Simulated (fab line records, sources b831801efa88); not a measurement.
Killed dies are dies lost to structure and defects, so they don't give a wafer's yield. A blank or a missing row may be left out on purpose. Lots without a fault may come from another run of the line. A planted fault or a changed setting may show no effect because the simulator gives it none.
A struck lot beside a sound one | flow sfq_line | 21 steps out of a route of 325
Sound: wafers L185.1, L185.4, L185.5. Struck: wafers L189.2, L189.3, L189.4. The cause comes at the end.
At each step with rows: each side's tool, then ch and its chambers, then its first start. Under that, the readings that differ: sound wafers | struck wafers | difference of the means | sigmas: that difference in standard deviations of wafers without a fault.
alike: readings whose means differ by less than 2 such deviations, and words and numbers that are the same on both sides. not compared: withheld readings, readings that some wafer has no value for, bounds like >300 that may hide the same value, and numbers for which the record gives no deviation and whose values overlap.
The two part at a step that has a row with sigmas, a row that says differs or no value, or rows on one side only. Numbers that don't overlap but have no deviation are shown without sigmas and don't part them. A reading that every wafer of one side lacks parts them only if that side has two wafers or more.

first, 2 steps without rows for these wafers: SFQ_TRILAYER_M7_LITHO_PEB_180 (peb time 60 s); SFQ_TRILAYER_M7_LITHO_DEVELOP_179 (time 60 s).
SFQ_M7_OVL_MEAS_945:
  sound on overlay-02, day 69 12:02; struck on overlay-02, day 73 14:35
  alike: M7_OVL
SFQ_TRILAYER_M7_BARC_OPEN_METAL_ETCH_229: etches BARC in O2, target depth 125 nm, time 41.7 s.
  sound on rie_metal-03 ch 0,1, day 69 12:04; struck on rie_metal-04 ch 0,1, day 73 14:37
  alike: drypump_motor_current_A, oes_product_au
  not compared: rf_hours_counter_h
SFQ_TRILAYER_M7_ETCH_METAL_ETCH_180: etches Nb in Cl2/Ar, stops on SiO2, target depth 240 nm, time 120 s.
  sound on rie_metal-03 ch 0,1, day 69 12:07; struck on rie_metal-04 ch 0,1, day 73 14:40
  alike: drypump_motor_current_A, oes_product_au
  not compared: rf_hours_counter_h
SFQ_TRILAYER_M7_STRIP_STRIP_181: strips in O2.
  sound on rie_metal-03 ch 0,1, day 69 12:15; struck on rie_metal-04 ch 0,1, day 73 14:47
  alike: drypump_motor_current_A, oes_product_au, platen_temp_c
  not compared: rf_hours_counter_h
then, 1 step without rows for these wafers: SFQ_TRILAYER_M7_STRIP_SOLV_CLEAN_182 (cleans in NMP, time 600 s).
SFQ_TRILAYER_I7_DEP_PECVD_183: deposits SiO2 from SiH4/N2O, time 111.11 s, target thk 500 nm.
  sound on pecvd-02 ch 0,1, day 69 13:14; struck on pecvd-02 ch 0,2, day 73 15:34
  alike: heater_power_w, throttle_valve_pct
SFQ_TRILAYER_I7_CMP_CMP_184: polishes SiO2.
  sound on cmp-02 ch 1,2, day 69 19:57; struck on cmp-02 ch 1,2,3, day 73 15:39
  alike: motor_current_A, time_to_endpoint_s
SFQ_I7_BOW_MEAS_946:
  sound on film_metro-03, day 69 22:57; struck on film_metro-01, day 73 18:40
  alike: I7_BOW
then, 2 steps without rows for these wafers: SFQ_TRILAYER_I7_METRO_MEASURE_185; SFQ_TRILAYER_I7_VIA_LITHO_COAT_192 (resist thk 62 nm).
SFQ_TRILAYER_I7_VIA_LITHO_COAT_187: resist thk 650 nm.
  sound on litho_track-01 ch 0, day 70 00:34; struck on litho_track-01 ch 0, day 73 20:19
  reading                                                 | sound             | struck            | difference | sigmas
  model.KrF_of_TRILAYER_I7_VIA_LITHO_COAT_187.thk_nm (nm) | 653.5 653.7 653.5 | 716.1 711.1 715.2 | +60.6      |
then, 4 steps without rows for these wafers: SFQ_TRILAYER_I7_VIA_LITHO_SOFTBAKE_191; SFQ_TRILAYER_I7_VIA_LITHO_EXPOSE_188 (exposes mask I7, target cd 1000 nm); SFQ_TRILAYER_I7_VIA_LITHO_PEB_190 (peb time 60 s); SFQ_TRILAYER_I7_VIA_LITHO_DEVELOP_189 (time 60 s).
SFQ_I7_OVL_MEAS_947:
  sound on overlay-02, day 70 02:38; struck on overlay-01, day 74 01:10
  alike: I7_OVL
then, 1 step without rows for these wafers: SFQ_TRILAYER_I7_VIA_BARC_OPEN_VIA_ETCH_260 (etches BARC in O2, target depth 125 nm, time 41.7 s).
SFQ_TRILAYER_I7_VIA_ETCH_VIA_ETCH_190: etches SiO2 in CHF3, stops on Nb, target depth 260 nm.
  sound on rie_diel-03 ch 0,3, day 70 02:43; struck on rie_diel-04 ch 0,2,3, day 74 01:14
  reading                                                 | sound           | struck            | difference | sigmas
  model.KrF_of_TRILAYER_I7_VIA_LITHO_COAT_187.thk_nm (nm) | 535 527.3 527.5 | 595.2 591.9 594.9 | +64.1      |
  alike: drypump_motor_current_A, oes_product_au
then, 1 step without rows for these wafers: SFQ_TRILAYER_I7_VIA_STRIP_STRIP_191 (strips in O2).

WHERE THEY PART
Nowhere in this record.

WHY: what the simulator had put in
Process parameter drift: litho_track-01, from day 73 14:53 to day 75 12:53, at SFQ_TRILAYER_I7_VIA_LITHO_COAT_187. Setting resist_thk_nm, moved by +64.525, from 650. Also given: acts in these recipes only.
